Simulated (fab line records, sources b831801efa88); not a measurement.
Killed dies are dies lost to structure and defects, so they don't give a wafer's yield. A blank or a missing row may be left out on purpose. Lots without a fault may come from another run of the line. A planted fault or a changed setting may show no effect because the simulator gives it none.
One fault seen from 2 desks | flow sky130 | each desk has only its own numbers; what lay behind them comes last

THE TOOL OWNER'S DESK: pvd_sputter-04
The tool's own readings at SKY_METAL4_SPUTTER_02 (material AlCu, target thk 735 nm, time 39.1 s): means of the sampled wafers that have a number, for each lot that ran on this tool. A lot is out of limits, marked OUT, if its mean lies more than 4 standard deviations from the usual mean; the brackets give that distance.
Columns: A = cathode_dc_power_W at SKY_METAL4_SPUTTER_02, usual 10600 W; B = throttle_valve_pct at SKY_METAL4_SPUTTER_02, usual 29.8 %
lot  | first seen here | A     | B
L117 | day 40 00:53    | 10601 | 29.8
L118 | day 40 17:10    | 10599 | 29.8
L121 | day 41 11:14    | 10600 | 29.0
L123 | day 41 21:42    | 10600 | 29.0
L128 | day 43 11:28    | 10600 | 28.4
L132 | day 44 07:47    | 10600 | 29.4
L133 | day 44 19:06    | 10600 | 29.9
L134 | day 45 14:37    | 10600 | 29.7
This desk's finding: nothing out of limits on any of the 8 lots.

THE METROLOGY DESK
What the gauges read, lot by lot, whatever tool the lot ran on: means of the sampled wafers that have a number. A lot is out of limits, marked OUT, if its mean lies more than 4 standard deviations from the usual mean; the brackets give that distance.
Columns: A = CAPM_TIN_THK at SKY_CAPM_THK_MEAS_04, usual 203 nm
lot  | first seen here | A
L115 | day 36 03:56    | 200
L117 | day 36 17:41    | 201
L118 | day 37 12:08    | 198
L119 | day 37 20:02    | 204
L121 | day 38 06:10    | 202
L123 | day 38 15:52    | 201
L124 | day 39 03:45    | 208
L128 | day 40 09:31    | 204
L132 | day 41 06:56    | 208
L133 | day 41 18:52    | 202
L134 | day 42 15:17    | 207
L135 | day 43 01:46    | 203
This desk's finding: nothing out of limits on any of the 12 lots.

PUT TOGETHER
The tool owner's desk saw nothing out of limits.
The metrology desk saw nothing out of limits.

WHAT THE SIMULATOR HAD PUT IN
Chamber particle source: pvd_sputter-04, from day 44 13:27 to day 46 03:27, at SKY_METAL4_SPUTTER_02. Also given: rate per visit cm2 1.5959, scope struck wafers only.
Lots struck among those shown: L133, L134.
